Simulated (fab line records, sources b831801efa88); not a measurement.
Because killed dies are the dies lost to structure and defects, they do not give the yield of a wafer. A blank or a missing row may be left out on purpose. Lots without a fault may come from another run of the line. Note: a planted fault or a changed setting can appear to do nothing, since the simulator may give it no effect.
fab line records / flow sky130
record lots=6 wafers=18 last_day=50
route steps=708 shown LDD_P@261 LDD_HVN@267 LDD_HVP@278
lots untouched by any fault: they come from a run of this same line in which no faults occurred
start_h: the number of hours between the record's first day and the start of the first shown wafer of the lot / wait_h: how many hours have passed since the lot's step before this one / " as in the row above / L1.1+2: a single row standing in for several wafers / - no value, or no start was given / * or withheld: withheld / < > ~ a bound
route shown NAME@n: NAME is a module with steps in the file, n the number in the route of the first one / usual: average and standard deviation across the fault-free wafers / same: alike in all rows / chamber/n: place in a boat / sites: each site's reading / _std_site: standard deviation across them / _edge_site: outer sites' mean less inner sites' / radius_mm: how far each site lies from the wafer's centre / mask NAME#n: copy n / behind: the most recent tool/chamber to have shaped the wafer / hold: the reason the lot was held/the length of the hold in hours/how it ended / device: which transistor (n, p or np) failed to switch / end of line: tests of these same wafers at the route's end / a step without rows: its recipe alone / killed: dies lost to structure and defects at the first sort, not the wafer's yield / map: a wafer's dies, marking killed ones x, the rest . and places with no die _
set.NAME: the setting the step ran with; set.NAME@STEP: the setting that earlier step ran with / model.NAME: the simulator's own value behind a step, which no gauge read
lots at selected steps of the route; one table per step, one row per wafer
services: a tool's chamber out of use, with start hour (start_h, from the record's first day; less than 0 if before it), hours out, and reason
## steps
# step SKY_LDD_P_DEVELOP_06
# recipe resist=NOVOLAK developer=TMAH develop_time_s=60 dev_temp_c=23
# step SKY_LDD_P_CD_MEAS_07
# recipe target_cd_nm=380
# usual cd_nm=380.0/2.2
lot.wafer=L883.1 tool=cd_sem-01 chamber=- start_h=454.39 wait_h=0.1 cd_nm=376.5
lot.wafer=L883.2 tool=cd_sem-01 chamber=- start_h=454.39 wait_h=0.1 cd_nm=378.8
lot.wafer=L883.5 tool=cd_sem-01 chamber=- start_h=454.39 wait_h=0.1 cd_nm=379.0
lot.wafer=L891.2 tool=cd_sem-02 chamber=- start_h=514.75 wait_h=0.1 cd_nm=378.2
lot.wafer=L891.4 tool=cd_sem-02 chamber=- start_h=514.75 wait_h=0.1 cd_nm=377.2
lot.wafer=L891.5 tool=cd_sem-02 chamber=- start_h=514.75 wait_h=0.1 cd_nm=375.9
lot.wafer=L896.1 tool=cd_sem-01 chamber=- start_h=566.35 wait_h=0.1 cd_nm=377.6
lot.wafer=L896.3 tool=cd_sem-01 chamber=- start_h=566.35 wait_h=0.1 cd_nm=379.5
lot.wafer=L896.5 tool=cd_sem-01 chamber=- start_h=566.35 wait_h=0.1 cd_nm=378.6
lot.wafer=L899.2 tool=cd_sem-01 chamber=- start_h=602.37 wait_h=0.1 cd_nm=379.2
lot.wafer=L899.5 tool=cd_sem-01 chamber=- start_h=602.37 wait_h=0.1 cd_nm=378.8
lot.wafer=L899.6 tool=cd_sem-01 chamber=- start_h=602.37 wait_h=0.1 cd_nm=380.0
lot.wafer=L901.2 tool=cd_sem-02 chamber=- start_h=603.00 wait_h=0.1 cd_nm=383.1
lot.wafer=L901.3 tool=cd_sem-02 chamber=- start_h=603.00 wait_h=0.1 cd_nm=384.8
lot.wafer=L901.5 tool=cd_sem-02 chamber=- start_h=603.00 wait_h=0.1 cd_nm=381.8
lot.wafer=L904.2 tool=cd_sem-02 chamber=- start_h=633.47 wait_h=0.1 cd_nm=382.8
lot.wafer=L904.4 tool=cd_sem-02 chamber=- start_h=633.47 wait_h=0.1 cd_nm=381.8
lot.wafer=L904.6 tool=cd_sem-02 chamber=- start_h=633.47 wait_h=0.1 cd_nm=383.6
# step SKY_LDD_P_OVL_MEAS_08
# usual LDD_P_OVL=-0.1/1.6
lot.wafer=L883.1 tool=overlay-02 chamber=- start_h=454.51 wait_h=0.1 LDD_P_OVL[nm]=2.4
lot.wafer=L883.2 tool=overlay-02 chamber=- start_h=454.51 wait_h=0.1 LDD_P_OVL[nm]=2.6
lot.wafer=L883.5 tool=overlay-02 chamber=- start_h=454.51 wait_h=0.1 LDD_P_OVL[nm]=-0.5
lot.wafer=L891.2 tool=overlay-02 chamber=- start_h=514.89 wait_h=0.1 LDD_P_OVL[nm]=-1.1
lot.wafer=L891.4 tool=overlay-02 chamber=- start_h=514.89 wait_h=0.1 LDD_P_OVL[nm]=0.3
lot.wafer=L891.5 tool=overlay-02 chamber=- start_h=514.89 wait_h=0.1 LDD_P_OVL[nm]=-1.8
lot.wafer=L896.1 tool=overlay-01 chamber=- start_h=566.47 wait_h=0.1 LDD_P_OVL[nm]=0.4
lot.wafer=L896.3 tool=overlay-01 chamber=- start_h=566.47 wait_h=0.1 LDD_P_OVL[nm]=1.7
lot.wafer=L896.5 tool=overlay-01 chamber=- start_h=566.47 wait_h=0.1 LDD_P_OVL[nm]=1.5
lot.wafer=L899.2 tool=overlay-02 chamber=- start_h=602.48 wait_h=0.1 LDD_P_OVL[nm]=-1.2
lot.wafer=L899.5 tool=overlay-02 chamber=- start_h=602.48 wait_h=0.1 LDD_P_OVL[nm]=0.2
lot.wafer=L899.6 tool=overlay-02 chamber=- start_h=602.48 wait_h=0.1 LDD_P_OVL[nm]=1.7
lot.wafer=L901.2 tool=overlay-02 chamber=- start_h=603.11 wait_h=0.1 LDD_P_OVL[nm]=2.1
lot.wafer=L901.3 tool=overlay-02 chamber=- start_h=603.11 wait_h=0.1 LDD_P_OVL[nm]=-1.7
lot.wafer=L901.5 tool=overlay-02 chamber=- start_h=603.11 wait_h=0.1 LDD_P_OVL[nm]=0.9
lot.wafer=L904.2 tool=overlay-02 chamber=- start_h=633.58 wait_h=0.1 LDD_P_OVL[nm]=2.0
lot.wafer=L904.4 tool=overlay-02 chamber=- start_h=633.58 wait_h=0.1 LDD_P_OVL[nm]=2.2
lot.wafer=L904.6 tool=overlay-02 chamber=- start_h=633.58 wait_h=0.1 LDD_P_OVL[nm]=0.8
# step SKY_LDD_P_IMPLANT_09
# recipe species=BF2 energy_kev=25 dose_cm2=1e+13 tilt_deg=withheld
# step SKY_LDD_P_STRIP_10
# recipe chemistry=O2/N2 power_w=1400 pressure_mtorr=1500 platen_temp_c=withheld o2_flow_sccm=3000 n2_flow_sccm=300 overash_fraction=0.5
# usual drypump_motor_current_A=6.0/0.47 n2_flow_sccm=300.0/0.95 oes_product_au=0.716/0.0048 strip_time_to_endpoint_s=14.18/0.039
lot.wafer=L883.1 tool=plasma_asher-01 chamber=1 start_h=454.69 wait_h=0.1 drypump_motor_current_A=6.4 n2_flow_sccm=298.3 oes_product_au=0.714 rf_hours_counter_h=35 strip_time_to_endpoint_s=14.17
lot.wafer=L883.2 tool=plasma_asher-01 chamber=0 start_h=454.69 wait_h=0.1 drypump_motor_current_A=5.5 n2_flow_sccm=299.2 oes_product_au=0.711 rf_hours_counter_h=35 strip_time_to_endpoint_s=14.16
lot.wafer=L883.5 tool=plasma_asher-01 chamber=0 start_h=454.69 wait_h=0.1 drypump_motor_current_A=5.5 n2_flow_sccm=299.1 oes_product_au=0.714 rf_hours_counter_h=- strip_time_to_endpoint_s=14.21
lot.wafer=L891.2 tool=plasma_asher-01 chamber=0 start_h=515.07 wait_h=0.1 drypump_motor_current_A=5.5 n2_flow_sccm=301.9 oes_product_au=0.713 rf_hours_counter_h=41 strip_time_to_endpoint_s=14.21
lot.wafer=L891.4 tool=plasma_asher-01 chamber=1 start_h=515.07 wait_h=0.1 drypump_motor_current_A=6.4 n2_flow_sccm=301.3 oes_product_au=0.719 rf_hours_counter_h=- strip_time_to_endpoint_s=14.18
lot.wafer=L891.5 tool=plasma_asher-01 chamber=0 start_h=515.07 wait_h=0.1 drypump_motor_current_A=5.5 n2_flow_sccm=301.9 oes_product_au=0.712 rf_hours_counter_h=- strip_time_to_endpoint_s=14.17
lot.wafer=L896.1 tool=plasma_asher-01 chamber=0 start_h=566.66 wait_h=0.1 drypump_motor_current_A=5.5 n2_flow_sccm=300.6 oes_product_au=0.712 rf_hours_counter_h=47 strip_time_to_endpoint_s=14.22
lot.wafer=L896.3 tool=plasma_asher-01 chamber=1 start_h=566.66 wait_h=0.1 drypump_motor_current_A=6.4 n2_flow_sccm=301.1 oes_product_au=0.719 rf_hours_counter_h=- strip_time_to_endpoint_s=14.18
lot.wafer=L896.5 tool=plasma_asher-01 chamber=1 start_h=566.66 wait_h=0.1 drypump_motor_current_A=6.4 n2_flow_sccm=299.2 oes_product_au=0.722 rf_hours_counter_h=- strip_time_to_endpoint_s=14.18
lot.wafer=L899.2 tool=plasma_asher-01 chamber=1 start_h=602.66 wait_h=0.1 drypump_motor_current_A=6.4 n2_flow_sccm=299.6 oes_product_au=0.711 rf_hours_counter_h=50 strip_time_to_endpoint_s=14.22
lot.wafer=L899.5 tool=plasma_asher-01 chamber=1 start_h=602.66 wait_h=0.1 drypump_motor_current_A=6.4 n2_flow_sccm=300.6 oes_product_au=0.711 rf_hours_counter_h=- strip_time_to_endpoint_s=14.18
lot.wafer=L899.6 tool=plasma_asher-01 chamber=0 start_h=602.66 wait_h=0.1 drypump_motor_current_A=5.5 n2_flow_sccm=300.8 oes_product_au=0.710 rf_hours_counter_h=- strip_time_to_endpoint_s=14.24
lot.wafer=L901.2 tool=plasma_asher-01 chamber=1 start_h=603.29 wait_h=0.1 drypump_motor_current_A=6.4 n2_flow_sccm=299.7 oes_product_au=0.717 rf_hours_counter_h=50 strip_time_to_endpoint_s=14.18
lot.wafer=L901.3 tool=plasma_asher-01 chamber=1 start_h=603.29 wait_h=0.1 drypump_motor_current_A=6.4 n2_flow_sccm=299.0 oes_product_au=0.720 rf_hours_counter_h=- strip_time_to_endpoint_s=14.15
lot.wafer=L901.5 tool=plasma_asher-01 chamber=0 start_h=603.29 wait_h=0.1 drypump_motor_current_A=5.5 n2_flow_sccm=299.3 oes_product_au=0.715 rf_hours_counter_h=- strip_time_to_endpoint_s=14.20
lot.wafer=L904.2 tool=plasma_asher-01 chamber=1 start_h=633.76 wait_h=0.1 drypump_motor_current_A=6.4 n2_flow_sccm=298.8 oes_product_au=0.717 rf_hours_counter_h=54 strip_time_to_endpoint_s=14.18
lot.wafer=L904.4 tool=plasma_asher-01 chamber=1 start_h=633.76 wait_h=0.1 drypump_motor_current_A=6.4 n2_flow_sccm=300.0 oes_product_au=0.708 rf_hours_counter_h=- strip_time_to_endpoint_s=14.14
lot.wafer=L904.6 tool=plasma_asher-01 chamber=1 start_h=633.76 wait_h=0.1 drypump_motor_current_A=6.4 n2_flow_sccm=299.4 oes_product_au=0.714 rf_hours_counter_h=- strip_time_to_endpoint_s=14.12
# step SKY_LDD_P_TW_MEAS_11
# usual LDD_P_TW=635/3.1
lot.wafer=L883.1 tool=film_metro-03 chamber=- start_h=454.79 wait_h=0.1 LDD_P_TW=635
lot.wafer=L883.2 tool=film_metro-03 chamber=- start_h=454.79 wait_h=0.1 LDD_P_TW=634
lot.wafer=L883.5 tool=film_metro-03 chamber=- start_h=454.79 wait_h=0.1 LDD_P_TW=635
lot.wafer=L891.2 tool=film_metro-04 chamber=- start_h=515.18 wait_h=0.1 LDD_P_TW=632
lot.wafer=L891.4 tool=film_metro-04 chamber=- start_h=515.18 wait_h=0.1 LDD_P_TW=632
lot.wafer=L891.5 tool=film_metro-04 chamber=- start_h=515.18 wait_h=0.1 LDD_P_TW=639
lot.wafer=L896.1 tool=film_metro-01 chamber=- start_h=566.76 wait_h=0.1 LDD_P_TW=632
lot.wafer=L896.3 tool=film_metro-01 chamber=- start_h=566.76 wait_h=0.1 LDD_P_TW=635
lot.wafer=L896.5 tool=film_metro-01 chamber=- start_h=566.76 wait_h=0.1 LDD_P_TW=632
lot.wafer=L899.2 tool=film_metro-03 chamber=- start_h=602.77 wait_h=0.1 LDD_P_TW=632
lot.wafer=L899.5 tool=film_metro-03 chamber=- start_h=602.77 wait_h=0.1 LDD_P_TW=628
lot.wafer=L899.6 tool=film_metro-03 chamber=- start_h=602.77 wait_h=0.1 LDD_P_TW=630
lot.wafer=L901.2 tool=film_metro-03 chamber=- start_h=603.40 wait_h=0.1 LDD_P_TW=635
lot.wafer=L901.3 tool=film_metro-03 chamber=- start_h=603.40 wait_h=0.1 LDD_P_TW=630
lot.wafer=L901.5 tool=film_metro-03 chamber=- start_h=603.40 wait_h=0.1 LDD_P_TW=631
lot.wafer=L904.2 tool=film_metro-03 chamber=- start_h=633.87 wait_h=0.1 LDD_P_TW=639
lot.wafer=L904.4 tool=film_metro-03 chamber=- start_h=633.87 wait_h=0.1 LDD_P_TW=638
lot.wafer=L904.6 tool=film_metro-03 chamber=- start_h=633.87 wait_h=0.1 LDD_P_TW=638
# step SKY_LDD_HVN_DEHYDRATE_00
# recipe temp_c=200 time_s=60
# step SKY_LDD_HVN_HMDS_01
# recipe prime_time_s=60 prime_temp_c=120
# step SKY_LDD_HVN_COAT_02
# recipe resist=NOVOLAK spin_rpm=3000 resist_thk_nm=300
# step SKY_LDD_HVN_SOFTBAKE_03
# recipe temp_c=90 time_s=60 resist=NOVOLAK
# step SKY_LDD_HVN_EXPOSE_04
# recipe mask_id=HVNTM na=0.6 source_shape=conventional sigma_outer=0.6 polarization=unpolarized target_cd_nm=700 dose_mj=127
# step SKY_LDD_HVN_PEB_05
# recipe temp_c=withheld time_s=* resist=NOVOLAK
# step SKY_LDD_HVN_DEVELOP_06
# recipe resist=NOVOLAK developer=TMAH develop_time_s=60 dev_temp_c=23
lot.wafer=L883.1+2+5 tool=litho_track-01 chamber=0 start_h=485.50 wait_h=0.1
lot.wafer=L891.2+4+5 tool=litho_track-03 chamber=0 start_h=544.81 wait_h=0.1
lot.wafer=L896.1+3+5 tool=litho_track-01 chamber=0 start_h=595.50 wait_h=0.1
lot.wafer=L899.2+5+6 tool=litho_track-01 chamber=0 start_h=626.77 wait_h=0.1
lot.wafer=L901.2+3+5 tool=litho_track-03 chamber=0 start_h=628.01 wait_h=0.1
lot.wafer=L904.2+4+6 tool=litho_track-03 chamber=0 start_h=662.26 wait_h=0.1
# step SKY_LDD_HVN_OVL_MEAS_07
# usual LDD_HVN_OVL=0.0/1.4
lot.wafer=L883.1 tool=overlay-02 chamber=- start_h=485.65 wait_h=0.1 LDD_HVN_OVL[nm]=1.3
lot.wafer=L883.2 tool=overlay-02 chamber=- start_h=485.65 wait_h=0.1 LDD_HVN_OVL[nm]=0.2
lot.wafer=L883.5 tool=overlay-02 chamber=- start_h=485.65 wait_h=0.1 LDD_HVN_OVL[nm]=0.4
lot.wafer=L891.2 tool=overlay-01 chamber=- start_h=544.94 wait_h=0.1 LDD_HVN_OVL[nm]=2.0
lot.wafer=L891.4 tool=overlay-01 chamber=- start_h=544.94 wait_h=0.1 LDD_HVN_OVL[nm]=1.8
lot.wafer=L891.5 tool=overlay-01 chamber=- start_h=544.94 wait_h=0.1 LDD_HVN_OVL[nm]=-1.3
lot.wafer=L896.1 tool=overlay-01 chamber=- start_h=595.65 wait_h=0.1 LDD_HVN_OVL[nm]=2.8
lot.wafer=L896.3 tool=overlay-01 chamber=- start_h=595.65 wait_h=0.1 LDD_HVN_OVL[nm]=2.0
lot.wafer=L896.5 tool=overlay-01 chamber=- start_h=595.65 wait_h=0.1 LDD_HVN_OVL[nm]=3.1
lot.wafer=L899.2 tool=overlay-02 chamber=- start_h=626.91 wait_h=0.1 LDD_HVN_OVL[nm]=-0.1
lot.wafer=L899.5 tool=overlay-02 chamber=- start_h=626.91 wait_h=0.1 LDD_HVN_OVL[nm]=-2.3
lot.wafer=L899.6 tool=overlay-02 chamber=- start_h=626.91 wait_h=0.1 LDD_HVN_OVL[nm]=0.9
lot.wafer=L901.2 tool=overlay-01 chamber=- start_h=628.14 wait_h=0.1 LDD_HVN_OVL[nm]=1.1
lot.wafer=L901.3 tool=overlay-01 chamber=- start_h=628.14 wait_h=0.1 LDD_HVN_OVL[nm]=0.7
lot.wafer=L901.5 tool=overlay-01 chamber=- start_h=628.14 wait_h=0.1 LDD_HVN_OVL[nm]=-1.1
lot.wafer=L904.2 tool=overlay-02 chamber=- start_h=662.39 wait_h=0.1 LDD_HVN_OVL[nm]=-1.1
lot.wafer=L904.4 tool=overlay-02 chamber=- start_h=662.39 wait_h=0.1 LDD_HVN_OVL[nm]=-0.2
lot.wafer=L904.6 tool=overlay-02 chamber=- start_h=662.39 wait_h=0.1 LDD_HVN_OVL[nm]=-0.4
# step SKY_LDD_HVN_IMPLANT_08
# recipe species=P energy_kev=60 dose_cm2=3e+13 tilt_deg=40
# step SKY_LDD_HVN_STRIP_09
# recipe chemistry=O2/N2 power_w=1400 pressure_mtorr=1500 platen_temp_c=withheld o2_flow_sccm=3000 n2_flow_sccm=300 overash_fraction=0.5
# usual drypump_motor_current_A=5.9/0.52 n2_flow_sccm=300.2/0.91 oes_product_au=0.408/0.004 strip_time_to_endpoint_s=4.141/0.015
lot.wafer=L883.1 tool=plasma_asher-02 chamber=0 start_h=485.84 wait_h=0.1 drypump_motor_current_A=5.4 n2_flow_sccm=300.2 oes_product_au=0.405 rf_hours_counter_h=79 strip_time_to_endpoint_s=4.142
lot.wafer=L883.2 tool=plasma_asher-02 chamber=1 start_h=485.84 wait_h=0.1 drypump_motor_current_A=6.5 n2_flow_sccm=301.2 oes_product_au=0.404 rf_hours_counter_h=79 strip_time_to_endpoint_s=4.131
lot.wafer=L883.5 tool=plasma_asher-02 chamber=1 start_h=485.84 wait_h=0.1 drypump_motor_current_A=6.5 n2_flow_sccm=300.5 oes_product_au=0.406 rf_hours_counter_h=- strip_time_to_endpoint_s=4.128
lot.wafer=L891.2 tool=plasma_asher-02 chamber=1 start_h=545.12 wait_h=0.1 drypump_motor_current_A=6.5 n2_flow_sccm=300.6 oes_product_au=0.400 rf_hours_counter_h=85 strip_time_to_endpoint_s=4.145
lot.wafer=L891.4 tool=plasma_asher-02 chamber=1 start_h=545.12 wait_h=0.1 drypump_motor_current_A=6.4 n2_flow_sccm=299.9 oes_product_au=0.410 rf_hours_counter_h=- strip_time_to_endpoint_s=4.144
lot.wafer=L891.5 tool=plasma_asher-02 chamber=0 start_h=545.12 wait_h=0.1 drypump_motor_current_A=5.5 n2_flow_sccm=297.5 oes_product_au=0.407 rf_hours_counter_h=- strip_time_to_endpoint_s=4.128
lot.wafer=L896.1 tool=plasma_asher-04 chamber=0 start_h=595.84 wait_h=0.1 drypump_motor_current_A=6.2 n2_flow_sccm=299.3 oes_product_au=0.406 rf_hours_counter_h=16 strip_time_to_endpoint_s=4.144
lot.wafer=L896.3 tool=plasma_asher-04 chamber=1 start_h=595.84 wait_h=0.1 drypump_motor_current_A=5.1 n2_flow_sccm=300.6 oes_product_au=0.413 rf_hours_counter_h=- strip_time_to_endpoint_s=4.171
lot.wafer=L896.5 tool=plasma_asher-04 chamber=1 start_h=595.84 wait_h=0.1 drypump_motor_current_A=5.2 n2_flow_sccm=300.2 oes_product_au=0.413 rf_hours_counter_h=- strip_time_to_endpoint_s=4.166
lot.wafer=L899.2 tool=plasma_asher-03 chamber=0 start_h=627.09 wait_h=0.1 drypump_motor_current_A=5.5 n2_flow_sccm=300.8 oes_product_au=0.412 rf_hours_counter_h=72 strip_time_to_endpoint_s=4.144
lot.wafer=L899.5 tool=plasma_asher-03 chamber=0 start_h=627.09 wait_h=0.1 drypump_motor_current_A=5.5 n2_flow_sccm=300.2 oes_product_au=0.410 rf_hours_counter_h=- strip_time_to_endpoint_s=4.116
lot.wafer=L899.6 tool=plasma_asher-03 chamber=1 start_h=627.09 wait_h=0.1 drypump_motor_current_A=6.5 n2_flow_sccm=300.0 oes_product_au=0.405 rf_hours_counter_h=- strip_time_to_endpoint_s=4.106
lot.wafer=L901.2 tool=plasma_asher-04 chamber=0 start_h=628.43 wait_h=0.1 drypump_motor_current_A=6.2 n2_flow_sccm=300.6 oes_product_au=0.407 rf_hours_counter_h=20 strip_time_to_endpoint_s=4.135
lot.wafer=L901.3 tool=plasma_asher-04 chamber=0 start_h=628.43 wait_h=0.1 drypump_motor_current_A=6.2 n2_flow_sccm=301.4 oes_product_au=0.408 rf_hours_counter_h=- strip_time_to_endpoint_s=4.125
lot.wafer=L901.5 tool=plasma_asher-04 chamber=1 start_h=628.43 wait_h=0.1 drypump_motor_current_A=5.1 n2_flow_sccm=301.0 oes_product_au=0.409 rf_hours_counter_h=- strip_time_to_endpoint_s=4.119
lot.wafer=L904.2 tool=plasma_asher-02 chamber=0 start_h=662.57 wait_h=0.1 drypump_motor_current_A=5.4 n2_flow_sccm=299.7 oes_product_au=0.406 rf_hours_counter_h=97 strip_time_to_endpoint_s=4.104
lot.wafer=L904.4 tool=plasma_asher-02 chamber=1 start_h=662.57 wait_h=0.1 drypump_motor_current_A=6.5 n2_flow_sccm=301.2 oes_product_au=0.406 rf_hours_counter_h=- strip_time_to_endpoint_s=4.130
lot.wafer=L904.6 tool=plasma_asher-02 chamber=0 start_h=662.57 wait_h=0.1 drypump_motor_current_A=5.4 n2_flow_sccm=301.2 oes_product_au=0.407 rf_hours_counter_h=- strip_time_to_endpoint_s=4.121
# step SKY_LDD_HVN_TW_MEAS_10
# usual LDD_HVN_TW=1429/12
lot.wafer=L883.1 tool=film_metro-02 chamber=- start_h=485.94 wait_h=0.1 LDD_HVN_TW=1421
lot.wafer=L883.2 tool=film_metro-02 chamber=- start_h=485.94 wait_h=0.1 LDD_HVN_TW=1415
lot.wafer=L883.5 tool=film_metro-02 chamber=- start_h=485.94 wait_h=0.1 LDD_HVN_TW=1422
lot.wafer=L891.2 tool=film_metro-02 chamber=- start_h=545.23 wait_h=0.1 LDD_HVN_TW=1419
lot.wafer=L891.4 tool=film_metro-02 chamber=- start_h=545.23 wait_h=0.1 LDD_HVN_TW=1405
lot.wafer=L891.5 tool=film_metro-02 chamber=- start_h=545.23 wait_h=0.1 LDD_HVN_TW=1419
lot.wafer=L896.1 tool=film_metro-04 chamber=- start_h=595.94 wait_h=0.1 LDD_HVN_TW=1332
lot.wafer=L896.3 tool=film_metro-04 chamber=- start_h=595.94 wait_h=0.1 LDD_HVN_TW=1332
lot.wafer=L896.5 tool=film_metro-04 chamber=- start_h=595.94 wait_h=0.1 LDD_HVN_TW=1337
lot.wafer=L899.2 tool=film_metro-01 chamber=- start_h=627.20 wait_h=0.1 LDD_HVN_TW=1314
lot.wafer=L899.5 tool=film_metro-01 chamber=- start_h=627.20 wait_h=0.1 LDD_HVN_TW=1311
lot.wafer=L899.6 tool=film_metro-01 chamber=- start_h=627.20 wait_h=0.1 LDD_HVN_TW=1307
lot.wafer=L901.2 tool=film_metro-01 chamber=- start_h=628.54 wait_h=0.1 LDD_HVN_TW=1431
lot.wafer=L901.3 tool=film_metro-01 chamber=- start_h=628.54 wait_h=0.1 LDD_HVN_TW=1436
lot.wafer=L901.5 tool=film_metro-01 chamber=- start_h=628.54 wait_h=0.1 LDD_HVN_TW=1430
lot.wafer=L904.2 tool=film_metro-02 chamber=- start_h=662.68 wait_h=0.1 LDD_HVN_TW=1414
lot.wafer=L904.4 tool=film_metro-02 chamber=- start_h=662.68 wait_h=0.1 LDD_HVN_TW=1423
lot.wafer=L904.6 tool=film_metro-02 chamber=- start_h=662.68 wait_h=0.1 LDD_HVN_TW=1427
# step SKY_LDD_HVP_DEHYDRATE_00
# recipe temp_c=200 time_s=60
## services
tool=plasma_asher-03 chamber=- start_h=444.06 hours=14.6 kind=pm
tool=plasma_asher-02 chamber=- start_h=475.71 hours=2.8 kind=repair
tool=plasma_asher-03 chamber=- start_h=480.51 hours=2.8 kind=pm
tool=plasma_asher-04 chamber=- start_h=500.80 hours=1.5 kind=repair
tool=plasma_asher-02 chamber=- start_h=532.22 hours=3.3 kind=repair
tool=plasma_asher-04 chamber=- start_h=543.02 hours=10.0 kind=pm
tool=plasma_asher-02 chamber=- start_h=550.34 hours=2.8 kind=pm
tool=plasma_asher-03 chamber=- start_h=569.85 hours=1.9 kind=repair
tool=plasma_asher-03 chamber=- start_h=635.21 hours=1.6 kind=repair
## key
first_sign step=SKY_LDD_HVN_TW_MEAS_10 reading=LDD_HVN_TW direction=down sigmas=9.2 usual=1429 struck=1322
effect none on later readings
met_at SKY_LDD_HVN_DEVELOP_06
struck_wafers L896.1,L896.3,L896.5,L899.2,L899.5,L899.6
sort_left_out L896.1,L896.3,L896.5,L899.2,L899.5,L899.6
tester_left_out L896,L899
onset_between 485.50 595.50
fault kind=process_parameter_drift tool=litho_track-01 chamber=- onset_h=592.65 steps=SKY_LDD_HVN_DEVELOP_06 channel=develop_time_s offset=* shape=step end_h=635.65 acts_in=* stated=*
# tester_left_out: of these lots the tester's yield and bins aren't shown, on N5 and GAA mostly nor the transistor test; their killed dies are dies lost to structure and defects alone, not to doping, threshold or leakage, so they don't give the yield
# sort_left_out: the simulated sort isn't trusted on such a fault, so these wafers' sort isn't shown, and their yield isn't known
